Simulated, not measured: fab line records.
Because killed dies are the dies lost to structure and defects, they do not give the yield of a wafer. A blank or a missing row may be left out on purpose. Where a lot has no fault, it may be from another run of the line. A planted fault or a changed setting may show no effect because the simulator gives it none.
fab line records	flow sky130	part 1 of 2: steps 1 to 43 of 44
record: lots: 6	wafers: 18	last_day: 51
route steps=708 shown VIA2@522 METAL3@532 CAPM@537 PAD_OPEN@708
lots with no fault: from the same line, run without faults
start_h: hours from the record's first day to the start of the lot's first wafer shown	wait_h: hours since the lot's step before	" the same as in the row above	L1.1+2: several wafers, shown together as one row	- no value, or no start was given	* or withheld: withheld	< > ~ a bound
route shown NAME@n: names a module that has steps shown in the file, with the first one's number in the route	usual: mean/standard deviation taken from wafers without a fault	same: alike in all rows	chamber/n: place in a boat	sites: the reading at each site	_std_site: their standard deviation	_edge_site: the outer-site mean with the inner-site mean subtracted	radius_mm: how far each site lies from the wafer's centre	mask NAME#n: copy n	behind: the most recent tool/chamber to have shaped the wafer	hold: cause of the lot's hold/its duration in hours/its outcome	device: transistor that didn't switch, given as n, p or np	end of line: the tests these same wafers got at the end of their route	a step given without rows: its recipe and nothing more	killed: the dies lost at the first sort to structure and to defects; this is not the yield of the wafer	map: dies across one wafer; x = killed, . = not, _ = none there
set.NAME: setting as actually run; set.NAME@STEP: the setting as run at that earlier step	model.NAME: the simulator's own value behind a step, which no gauge read
a table for each step, a row for each wafer; lots at some steps of the route
services: the hour from which a tool's chamber was out of use, counted from the record's first day as start_h (under 0 if before that day), plus the number of hours and why
== steps ==
step: SKY_VIA2_ETCH_15
recipe: target: SiO2	chemistry: C4F8/O2/Ar	target_depth_nm: 546	stop_on: TiN	mask_material: KrF-thick	source_w: 1500	bias_w: 1200	pressure_mtorr: 40	c4f8_flow_sccm: withheld	O2_flow_sccm: 6	Ar_flow_sccm: 300	time_s: 84
step: SKY_VIA2_STRIP_16
recipe: chemistry: O2/N2	power_w: 1400	pressure_mtorr: 1500	platen_temp_c: withheld	o2_flow_sccm: 3000	n2_flow_sccm: 300	overash_fraction: 0.5
step: SKY_VIA2_STRIP_17
recipe: chemistry: post_etch_residue_remover	time_s: 1200	temp_c: 72.5
step: SKY_VIA2_CLEAN_18
recipe: chemistry: IPA	time_s: 180	temp_c: 25
step: SKY_VIA2_CLEAN_19
recipe: chemistry: O3/DIW	dry: n2_spin
step: SKY_VIA2_SPUTTER_20
recipe: material: TiN	target_thk_nm: 20	chamber_pressure_pa: 5	power_w: 4000	time_s: 80
step: SKY_VIA2_CVD_21
recipe: material: W	target_thk_nm: 420	time_s: 126.4	temp_c: 400	pressure_torr: 40
step: SKY_VIA2_RS_MEAS_22
recipe: thk_meas_gauge: four-point-probe	reads: W_of_VIA2_CVD_21+TiN_of_VIA2_SPUTTER_20
usual: VIA2_W_RS: 0.273/0.0047
lot.wafer	tool	chamber	start_h	wait_h	VIA2_W_RS[ohm/sq]
L295.3	film_metro-01	-	944.93	0.1	0.268
L295.4	"	-	"	"	0.284
L295.5	"	-	"	"	0.267
L299.2	film_metro-01	-	979.71	0.1	0.273
L299.5	"	-	"	"	0.276
L299.6	"	-	"	"	0.273
L302.3	film_metro-01	-	996.46	0.1	0.274
L302.4	"	-	"	"	0.274
L302.6	"	-	"	"	0.268
L303.2	film_metro-01	-	1000.32	0.1	0.261
L303.3	"	-	"	"	0.277
L303.5	"	-	"	"	0.268
L304.3	film_metro-01	-	1011.53	0.1	0.268
L304.4	"	-	"	"	0.275
L304.5	"	-	"	"	0.272
L307.3	film_metro-02	-	1030.68	0.1	0.273
L307.4	"	-	"	"	0.273
L307.6	"	-	"	"	0.270
step: SKY_VIA2_THK_MEAS_23
recipe: thk_meas_gauge: xrf	reads: W_of_VIA2_CVD_21
usual: VIA2_W_THK: 422/8.2
lot.wafer	tool	chamber	start_h	wait_h	VIA2_W_THK[nm]
L295.3	film_metro-01	-	945.03	0.1	426
L295.4	"	-	"	"	402
L295.5	"	-	"	"	424
L299.2	film_metro-01	-	979.82	0.1	421
L299.5	"	-	"	"	412
L299.6	"	-	"	"	421
L302.3	film_metro-01	-	996.56	0.1	418
L302.4	"	-	"	"	420
L302.6	"	-	"	"	425
L303.2	film_metro-01	-	1000.43	0.1	440
L303.3	"	-	"	"	412
L303.5	"	-	"	"	425
L304.3	film_metro-01	-	1011.63	0.1	428
L304.4	"	-	"	"	424
L304.5	"	-	"	"	424
L307.3	film_metro-02	-	1030.78	0.1	422
L307.4	"	-	"	"	423
L307.6	"	-	"	"	427
step: SKY_VIA2_CMP_24
recipe: stop_on: SiO2	t_overpolish_s: 20	down_force_psi: 3.5	platen_rpm: 60	target_thk_nm: 0	pad_velocity_m_s: 0.94248
step: SKY_METAL3_SPUTTER_00
recipe: material: Ti	target_thk_nm: 15	power_w: 3000	time_s: 10	chamber_pressure_pa: 0.4
step: SKY_METAL3_SPUTTER_01
recipe: material: TiN	target_thk_nm: 20	power_w: 6500	time_s: 16.7	chamber_pressure_pa: 0.4
usual: cathode_dc_power_W: 6499.9/1.3	throttle_valve_pct: 30.0/0.91
lot.wafer	tool	chamber	start_h	wait_h	cathode_dc_power_W	throttle_valve_pct
L295.3	pvd_sputter-01	-	945.40	0.0	6501.5	29.9
L295.4	"	-	"	"	6499.2	29.8
L295.5	"	-	"	"	6500.9	30.5
L299.2	pvd_sputter-04	-	980.19	0.0	6500.4	30.2
L299.5	"	-	"	"	6499.2	31.3
L299.6	"	-	"	"	6499.1	30.4
L302.3	pvd_sputter-01	-	996.92	0.0	6499.6	30.1
L302.4	"	-	"	"	6498.0	29.8
L302.6	"	-	"	"	6498.6	30.0
L303.2	pvd_sputter-04	-	1000.80	0.0	6498.0	29.4
L303.3	"	-	"	"	6500.5	30.3
L303.5	"	-	"	"	6501.1	29.6
L304.3	pvd_sputter-03	-	1011.99	0.0	6502.1	30.6
L304.4	"	-	"	"	6500.9	30.8
L304.5	"	-	"	"	6497.7	30.5
L307.3	pvd_sputter-04	-	1031.30	0.0	6500.9	30.5
L307.4	"	-	"	"	6501.3	31.4
L307.6	"	-	"	"	6499.9	29.3
step: SKY_METAL3_SPUTTER_02
recipe: material: AlCu	target_thk_nm: 735	power_w: 10600	time_s: 39.1	chamber_pressure_pa: 0.4
usual: cathode_dc_power_W: 10600/2	throttle_valve_pct: 30.0/0.89
lot.wafer	tool	chamber	start_h	wait_h	cathode_dc_power_W	throttle_valve_pct	model.AlCu_of_METAL3_SPUTTER_02.thk_nm
L295.3	pvd_sputter-01	-	945.42	0.0	10596	29.9	738.3
L295.4	"	-	"	"	10600	30.1	734.5
L295.5	"	-	"	"	10596	30.3	735.5
L299.2	pvd_sputter-04	-	980.22	0.0	10603	30.6	731.1
L299.5	"	-	"	"	10602	31.1	724.3
L299.6	"	-	"	"	10601	30.5	733.9
L302.3	pvd_sputter-01	-	996.95	0.0	10602	30.0	750.9
L302.4	"	-	"	"	10602	30.0	741.8
L302.6	"	-	"	"	10602	30.2	747.4
L303.2	pvd_sputter-04	-	1000.82	0.0	10054	29.2	685.3
L303.3	"	-	"	"	10055	30.6	692.7
L303.5	"	-	"	"	10056	29.2	678.5
L304.3	pvd_sputter-03	-	1012.02	0.0	10603	30.8	751.1
L304.4	"	-	"	"	10598	30.4	738.7
L304.5	"	-	"	"	10598	30.6	750.1
L307.3	pvd_sputter-04	-	1031.32	0.0	10052	30.3	705.6
L307.4	"	-	"	"	10051	31.5	702.2
L307.6	"	-	"	"	10051	29.4	693
step: SKY_METAL3_SPUTTER_03
recipe: material: Ti	target_thk_nm: 5	power_w: 3000	time_s: 3.3	chamber_pressure_pa: 0.4
usual: cathode_dc_power_W: 3000.0/0.55	throttle_valve_pct: 30.0/0.89
lot.wafer	tool	chamber	start_h	wait_h	cathode_dc_power_W	throttle_valve_pct
L295.3	pvd_sputter-01	-	945.46	0.0	3000.5	30.1
L295.4	"	-	"	"	3000.4	30.2
L295.5	"	-	"	"	3000.5	30.7
L299.2	pvd_sputter-04	-	980.25	0.0	2999.1	30.3
L299.5	"	-	"	"	3000.4	31.1
L299.6	"	-	"	"	3000.5	30.7
L302.3	pvd_sputter-01	-	996.99	0.0	2999.8	30.1
L302.4	"	-	"	"	2999.6	30.0
L302.6	"	-	"	"	3000.5	30.2
L303.2	pvd_sputter-04	-	1000.86	0.0	3000.5	29.3
L303.3	"	-	"	"	2999.4	30.5
L303.5	"	-	"	"	3000.3	29.5
L304.3	pvd_sputter-03	-	1012.05	0.0	3000.3	30.5
L304.4	"	-	"	"	2999.9	30.9
L304.5	"	-	"	"	3000.4	30.5
L307.3	pvd_sputter-04	-	1031.36	0.0	3000.2	30.1
L307.4	"	-	"	"	3000.0	31.3
L307.6	"	-	"	"	2999.5	29.6
step: SKY_METAL3_SPUTTER_04
recipe: material: TiN	target_thk_nm: 70	power_w: 6500	time_s: 58.3	chamber_pressure_pa: 0.4
step: SKY_CAPM_CVD_00
recipe: material: SiO2	target_thk_nm: 15.5	temp_c: 400	time_s: withheld	rf_w: 450
usual: heater_power_w: 688/100
lot.wafer	tool	chamber	start_h	wait_h	heater_power_w
L295.3	pecvd-03	2	945.53	0.0	733
L295.4	"	0	"	"	614
L295.5	"	2	"	"	712
L299.2	pecvd-03	1	980.32	0.0	545
L299.5	"	1	"	"	557
L299.6	"	2	"	"	683
L302.3	pecvd-01	1	997.05	0.0	840
L302.4	"	1	"	"	838
L302.6	"	0	"	"	668
L303.2	pecvd-03	0	1000.93	0.0	725
L303.3	"	2	"	"	720
L303.5	"	2	"	"	710
L304.3	pecvd-01	0	1012.13	0.0	842
L304.4	"	2	"	"	585
L304.5	"	2	"	"	589
L307.3	pecvd-02	1	1031.43	0.0	797
L307.4	"	0	"	"	488
L307.6	"	2	"	"	753
step: SKY_CAPM_THK_MEAS_01
recipe: reads: SiO2_of_CAPM_CVD_00
usual: CAPM_CVD_00_THK: 15.47/0.23
lot.wafer	tool	chamber	start_h	wait_h	CAPM_CVD_00_THK[nm]
L295.3	film_metro-04	-	945.57	-	15.58
L295.4	"	-	"	"	15.91
L295.5	"	-	"	"	15.78
L299.2	film_metro-04	-	980.36	-	15.36
L299.5	"	-	"	"	15.60
L299.6	"	-	"	"	15.61
L302.3	film_metro-04	-	997.09	-	15.27
L302.4	"	-	"	"	15.90
L302.6	"	-	"	"	15.38
L303.2	film_metro-01	-	1000.96	-	15.38
L303.3	"	-	"	"	15.67
L303.5	"	-	"	"	15.86
L304.3	film_metro-01	-	1012.17	-	15.31
L304.4	"	-	"	"	15.42
L304.5	"	-	"	"	15.47
L307.3	film_metro-04	-	1031.47	-	14.94
L307.4	"	-	"	"	15.30
L307.6	"	-	"	"	15.25
step: SKY_CAPM_SPUTTER_02
recipe: material: TiN	target_thk_nm: 200	temp_c: 300	power_w: 6323	time_s: 166.7	chamber_pressure_pa: 0.4
usual: cathode_dc_power_W: 6323.0/1.1	throttle_valve_pct: 30.4/0.98
lot.wafer	tool	chamber	start_h	wait_h	cathode_dc_power_W	throttle_valve_pct
L295.3	pvd_sputter-02	-	945.61	0.0	6324.3	31.0
L295.4	"	-	"	"	6322.3	29.7
L295.5	"	-	"	"	6323.6	32.2
L299.2	pvd_sputter-02	-	980.41	0.0	6323.2	29.5
L299.5	"	-	"	"	6324.2	32.2
L299.6	"	-	"	"	6323.3	31.0
L302.3	pvd_sputter-02	-	997.13	0.0	6322.9	29.2
L302.4	"	-	"	"	6321.4	30.9
L302.6	"	-	"	"	6322.6	31.1
L303.2	pvd_sputter-01	-	1001.01	0.0	6323.3	29.4
L303.3	"	-	"	"	6323.3	29.9
L303.5	"	-	"	"	6320.6	29.7
L304.3	pvd_sputter-03	-	1012.21	0.0	6323.5	27.8
L304.4	"	-	"	"	6322.2	30.8
L304.5	"	-	"	"	6324.0	30.0
L307.3	pvd_sputter-01	-	1031.51	0.0	6323.4	30.1
L307.4	"	-	"	"	6321.3	29.7
L307.6	"	-	"	"	6322.9	29.3
step: SKY_CAPM_RS_MEAS_03
recipe: thk_meas_gauge: four-point-probe	reads: TiN_of_CAPM_SPUTTER_02
usual: CAPM_TIN_RS: 7.08/0.091
lot.wafer	tool	chamber	start_h	wait_h	CAPM_TIN_RS[ohm/sq]
L295.3	film_metro-01	-	945.76	0.1	6.90
L295.4	"	-	"	"	7.03
L295.5	"	-	"	"	6.92
L299.2	film_metro-01	-	980.54	0.1	7.27
L299.5	"	-	"	"	7.19
L299.6	"	-	"	"	7.12
L302.3	film_metro-03	-	997.28	0.1	7.31
L302.4	"	-	"	"	7.14
L302.6	"	-	"	"	7.12
L303.2	film_metro-04	-	1001.14	0.1	7.10
L303.3	"	-	"	"	7.13
L303.5	"	-	"	"	7.01
L304.3	film_metro-03	-	1012.36	0.1	7.13
L304.4	"	-	"	"	7.03
L304.5	"	-	"	"	6.95
L307.3	film_metro-04	-	1031.66	0.1	7.10
L307.4	"	-	"	"	7.19
L307.6	"	-	"	"	7.11
step: SKY_CAPM_THK_MEAS_04
recipe: thk_meas_gauge: xrf	reads: TiN_of_CAPM_SPUTTER_02
usual: CAPM_TIN_THK: 193.6/2.6
lot.wafer	tool	chamber	start_h	wait_h	CAPM_TIN_THK[nm]
L295.3	film_metro-01	-	945.86	0.1	198.0
L295.4	"	-	"	"	195.0
L295.5	"	-	"	"	198.0
L299.2	film_metro-01	-	980.65	0.1	188.0
L299.5	"	-	"	"	189.7
L299.6	"	-	"	"	192.4
L302.3	film_metro-03	-	997.38	0.1	186.9
L302.4	"	-	"	"	191.5
L302.6	"	-	"	"	192.1
L303.2	film_metro-04	-	1001.25	0.1	193.8
L303.3	"	-	"	"	192.8
L303.5	"	-	"	"	195.0
L304.3	film_metro-03	-	1012.46	0.1	191.8
L304.4	"	-	"	"	194.3
L304.5	"	-	"	"	195.8
L307.3	film_metro-04	-	1031.76	0.1	193.2
L307.4	"	-	"	"	191.4
L307.6	"	-	"	"	192.8
step: SKY_CAPM_DEHYDRATE_05
recipe: temp_c: 200	time_s: 60
step: SKY_CAPM_HMDS_06
recipe: prime_time_s: 60	prime_temp_c: 120
step: SKY_CAPM_COAT_07
recipe: resist: NOVOLAK	spin_rpm: 3000	resist_thk_nm: 1140
step: SKY_CAPM_SOFTBAKE_08
recipe: temp_c: 90	time_s: 60	resist: NOVOLAK
step: SKY_CAPM_EXPOSE_09
recipe: mask_id: CAPM	na: 0.6	source_shape: conventional	sigma_outer: 0.6	polarization: unpolarized	target_cd_nm: 1000	dose_mj: 159
step: SKY_CAPM_PEB_10
recipe: temp_c: withheld	time_s: *	resist: NOVOLAK
step: SKY_CAPM_DEVELOP_11
recipe: resist: NOVOLAK	developer: TMAH	develop_time_s: 60	dev_temp_c: 23
step: SKY_CAPM_OVL_MEAS_12
usual: CAPM_OVL: 0.8/1.4
lot.wafer	tool	chamber	start_h	wait_h	CAPM_OVL[nm]
L295.3	overlay-01	-	973.20	0.1	0.7
L295.4	"	-	"	"	2.5
L295.5	"	-	"	"	1.5
L299.2	overlay-02	-	1004.76	0.1	0.1
L299.5	"	-	"	"	2.5
L299.6	"	-	"	"	-0.1
L302.3	overlay-01	-	1020.01	0.1	2.0
L302.4	"	-	"	"	3.7
L302.6	"	-	"	"	2.9
L303.2	overlay-02	-	1025.80	0.1	1.9
L303.3	"	-	"	"	2.7
L303.5	"	-	"	"	0.4
L304.3	overlay-01	-	1035.91	0.1	2.4
L304.4	"	-	"	"	0.8
L304.5	"	-	"	"	-0.4
L307.3	overlay-01	-	1054.51	0.1	0.8
L307.4	"	-	"	"	0.5
L307.6	"	-	"	"	2.4
step: SKY_CAPM_METAL_ETCH_13
recipe: target_depth_nm: 220	stop_on: SiO2	chemistry: Cl2/BCl3	target: TiN	pressure_mtorr: 10	icp_w: 900	bias_w: 48.5	Cl2_flow_sccm: 60	bcl3_flow_sccm: 30	time_s: 62.9
usual: chamber_pressure_mTorr: 10.000/0.0092	drypump_motor_current_A: 6.03/0.26	he_backside_leak_sccm: 3.53/0.25	oes_product_au: 0.928/0.0082	throttle_valve_pct: 21.910/0.01
lot.wafer	tool	chamber	start_h	wait_h	chamber_pressure_mTorr	drypump_motor_current_A	he_backside_leak_sccm	oes_product_au	rf_hours_counter_h	throttle_valve_pct
L295.3	rie_metal-02	0	973.25	0.0	10.002	5.83	3.62	0.940	-	21.891
L295.4	"	1	"	"	10.014	6.09	3.55	0.930	-	21.902
L295.5	"	0	"	"	10.009	5.82	3.53	0.934	-	21.901
L299.2	rie_metal-02	1	1004.79	0.0	10.000	6.09	3.60	0.917	12	21.908
L299.5	"	0	"	"	9.998	5.83	3.72	0.926	-	21.916
L299.6	"	1	"	"	10.007	6.09	3.67	0.924	-	21.902
L302.3	rie_metal-04	0	1020.05	0.0	10.003	6.17	3.55	0.903	-	21.915
L302.4	"	1	"	"	9.993	5.73	3.71	0.915	-	21.912
L302.6	"	0	"	"	10.013	6.17	3.59	0.928	-	21.901
L303.2	rie_metal-02	0	1025.83	0.0	10.022	5.82	3.44	0.923	10	21.909
L303.3	"	0	"	"	10.004	5.82	3.54	0.913	-	21.906
L303.5	"	0	"	"	10.001	5.83	3.34	0.934	-	21.887
L304.3	rie_metal-02	1	1035.96	0.0	9.996	6.08	3.50	0.929	-	21.926
L304.4	"	0	"	"	9.996	5.83	3.15	0.935	-	21.893
L304.5	"	1	"	"	9.996	6.11	3.31	0.936	-	21.913
L307.3	rie_metal-02	0	1054.56	0.0	10.004	5.83	3.58	0.928	-	21.922
L307.4	"	1	"	"	9.990	6.11	3.52	0.919	-	21.916
L307.6	"	0	"	"	9.983	5.82	3.39	0.915	-	21.910
step: SKY_CAPM_STRIP_14
recipe: chemistry: O2/N2	power_w: 1400	pressure_mtorr: 1500	platen_temp_c: withheld	o2_flow_sccm: 3000	n2_flow_sccm: 300	overash_fraction: 0.5
step: SKY_CAPM_STRIP_15
recipe: chemistry: post_etch_residue_remover	time_s: 1200	temp_c: 72.5
step: SKY_CAPM_CLEAN_16
recipe: chemistry: IPA	time_s: 180	temp_c: 25
step: SKY_CAPM_CLEAN_17
recipe: chemistry: O3/DIW	dry: n2_spin
step: SKY_METAL3_DEHYDRATE_05
recipe: temp_c: 200	time_s: 60
step: SKY_METAL3_HMDS_06
recipe: prime_time_s: 60	prime_temp_c: 120
step: SKY_METAL3_COAT_07
recipe: resist: BARC	temp_c: withheld	time_s: withheld	spin_rpm: 3000	resist_thk_nm: 60
step: SKY_METAL3_COAT_08
recipe: resist: KrF-thick	spin_rpm: 3000	resist_thk_nm: 1140
step: SKY_METAL3_SOFTBAKE_09
recipe: temp_c: 100	time_s: 90	resist: KrF-thick
step: SKY_METAL3_EXPOSE_10
recipe: mask_id: MM3	na: 0.68	source_shape: annular	sigma_inner: 0.4	sigma_outer: 0.8	target_cd_nm: 300	dose_mj: 28
step: SKY_METAL3_PEB_11
recipe: peb_temp_c: withheld	peb_time_s: withheld	resist: KrF-thick
step: SKY_METAL3_DEVELOP_12
recipe: develop_time_s: 60	resist: KrF-thick	dev_temp_c: 21
step: SKY_METAL3_CD_MEAS_13
recipe: target_cd_nm: 300
usual: cd_nm: 299.7/1.4
lot.wafer	tool	chamber	start_h	wait_h	cd_nm
L295.3	cd_sem-02	-	999.13	-	298.9
L295.4	"	-	"	"	300.1
L295.5	"	-	"	"	298.5
L299.2	cd_sem-01	-	1029.31	-	299.2
L299.5	"	-	"	"	298.7
L299.6	"	-	"	"	298.2
L302.3	cd_sem-01	-	1044.29	-	299.1
L302.4	"	-	"	"	299.9
L302.6	"	-	"	"	300.3
L303.2	cd_sem-01	-	1049.71	-	296.7
L303.3	"	-	"	"	299.3
L303.5	"	-	"	"	298.7
L304.3	cd_sem-02	-	1059.73	-	298.4
L304.4	"	-	"	"	299.9
L304.5	"	-	"	"	300.4
L307.3	cd_sem-01	-	1077.19	-	298.7
L307.4	"	-	"	"	300.1
L307.6	"	-	"	"	298.3
step: SKY_METAL3_METAL_ETCH_18
recipe: target_depth_a: 8450	stop_on: SiO2	over_etch_frac: 0.3	time_s: 183.1	chemistry: Cl2/BCl3	resist_sidewall_deg: 88	pressure_mtorr: 10	icp_w: 900	bias_w: 48.5	Cl2_flow_sccm: 60	bcl3_flow_sccm: 30
usual: chamber_pressure_mTorr: 10.000/0.0075	drypump_motor_current_A: 5.9/0.3	he_backside_leak_sccm: 3.5/0.31	oes_product_au: 0.867/0.0068	throttle_valve_pct: 22.264/0.0089
lot.wafer	tool	chamber	start_h	wait_h	chamber_pressure_mTorr	drypump_motor_current_A	he_backside_leak_sccm	oes_product_au	rf_hours_counter_h	throttle_valve_pct
L295.3	rie_metal-01	0	999.46	0.1	9.994	5.2	3.4	0.877	-	22.265
L295.4	"	1	"	"	10.008	6.1	3.2	0.860	-	22.254
L295.5	"	1	"	"	10.011	6.1	2.9	0.867	-	22.271
L299.2	rie_metal-04	0	1029.60	0.0	10.003	6.2	3.6	0.855	13	22.271
L299.5	"	0	"	"	10.008	6.2	3.6	0.862	-	22.258
L299.6	"	1	"	"	10.002	5.7	5.2	0.860	-	22.272
L302.3	rie_metal-02	1	1044.62	0.1	10.005	6.1	3.3	0.869	-	22.266
L302.4	"	0	"	"	10.006	5.8	3.6	0.869	-	22.264
L302.6	"	0	"	"	9.990	5.8	3.1	0.875	-	22.266
L303.2	rie_metal-02	0	1050.00	0.0	9.991	5.8	3.2	0.839	11	22.263
L303.3	"	1	"	"	9.999	6.1	3.5	0.844	-	22.244
L303.5	"	0	"	"	9.994	5.8	3.3	0.842	-	22.276
L304.3	rie_metal-02	1	1060.06	0.1	9.993	6.1	3.4	0.884	-	22.273
L304.4	"	0	"	"	10.004	5.8	3.1	0.867	-	22.273
L304.5	"	1	"	"	9.991	6.1	3.5	0.874	-	22.259
L307.3	rie_metal-04	1	1077.52	0.1	10.002	5.7	3.7	0.844	-	22.252
L307.4	"	0	"	"	10.005	6.2	3.7	0.851	-	22.262
L307.6	"	0	"	"	10.000	6.2	3.5	0.837	-	22.257
== key ==
first_sign: step: SKY_METAL3_SPUTTER_02	reading: cathode_dc_power_W	direction: down	sigmas: 99+	usual: 10600	struck: 10053
effect: step: SKY_METAL3_METAL_ETCH_18	reading: oes_product_au	direction: down	sigmas: 3.5	usual: 0.867	struck: 0.843
model_effect: step: SKY_METAL3_SPUTTER_02	value: AlCu_of_METAL3_SPUTTER_02.thk_nm	without: 730.8	struck: 692.9
model_effect: step: SKY_PAD_OPEN_PROBE_99	value: etest.met3.line_ohm_um	without: 0.1458	struck: 0.1538
met_at SKY_METAL3_SPUTTER_02
struck_wafers L303.2,L303.3,L303.5,L307.3,L307.4,L307.6
onset_between 980.22 1000.82
fault: kind: process_parameter_drift	tool: pvd_sputter-04	chamber: -	onset_h: 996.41	steps: SKY_METAL3_SPUTTER_02	channel: power_w	offset: *	shape: step	end_h: 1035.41	acts_in: *	stated: *
